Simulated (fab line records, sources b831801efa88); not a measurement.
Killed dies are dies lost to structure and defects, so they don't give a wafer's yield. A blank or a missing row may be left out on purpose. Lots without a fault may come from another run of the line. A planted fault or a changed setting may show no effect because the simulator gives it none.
Chamber matching | flow sky130 | SKY_CAP2M_CVD_00 on pecvd-04: 3 sister chambers
The step deposits SiO2, target thk 15.5 nm. 16 wafers are shown with their chamber, then 8 later ones without.

WAFERS WITH THEIR CHAMBER
wafer  | chamber | heater_power_w (W) | susceptor_temp_C (C)
L077.1 | 0       | 766                | 400.21
L077.4 | 0       | 742                | 400.05
L077.6 | 0       | 772                | 400.08
L079.1 | 0       | 810                | 400.19
L079.2 | 2       | 579                | 400.19
L079.6 | 2       | 564                | 400.09
L080.3 | 0       | 882                | 400.04
L080.5 | 0       | 868                | 400.13
L080.6 | 1       | 650                | 400.05
L082.1 | 2       | 575                | 400.06
L082.2 | 0       | 804                | 400.06
L082.3 | 2       | 575                | 399.94
L090.4 | 1       | 627                | 400.19
L090.5 | 0       | 892                | 400.02
L090.6 | 2       | 527                | 400.14
L092.1 | 1       | 589                | 400.03

SIGNATURES (means of the wafers above)
reading          | chamber 0 | chamber 1 | chamber 2 | scatter within a chamber
heater_power_w   | 817.00    | 622.00    | 564.00    | 45.3
susceptor_temp_C | 400.0975  | 400.0900  | 400.0840  | 0.0816
Rule: a wafer's distance from a chamber is the root of the sum, over the readings, of the square of ((its reading less the chamber's mean) divided by the reading's scatter). The wafer belongs to the nearest chamber; if the next one is less than 2 further off, it can't be placed. The scatter: the root of (the sum of the squares of (reading less its chamber's mean) over the shown wafers, divided by (wafers less chambers)).

WAFERS WITHOUT THEIR CHAMBER
wafer  | heater_power_w (W) | susceptor_temp_C (C)
L092.4 | 830                | 399.59
L092.5 | 483                | 399.49
L095.1 | 485                | 399.55
L095.5 | 488                | 399.73
L095.6 | 730                | 399.69
L096.2 | 556                | 399.67
L096.3 | 820                | 399.99
L096.5 | 820                | 400.48

WHICH CHAMBER EACH WENT THROUGH
wafer  | from the rows above          | in truth
L092.4 | can't be placed: 0 or 1      | 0
L092.5 | can't be placed: 2 or 1      | 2
L095.1 | can't be placed: 2 or 1      | 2
L095.5 | can't be placed: 2 or 1      | 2
L095.6 | can't be placed: 0 or 1 or 2 | 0
L096.2 | can't be placed: 2 or 1      | 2
L096.3 | 0                            | 0
L096.5 | can't be placed: 0 or 1      | 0
Placed correctly: 1 of 8. Can't be placed from these rows: 7 (the true chamber is among the candidates in 7). Placed wrongly: 0.
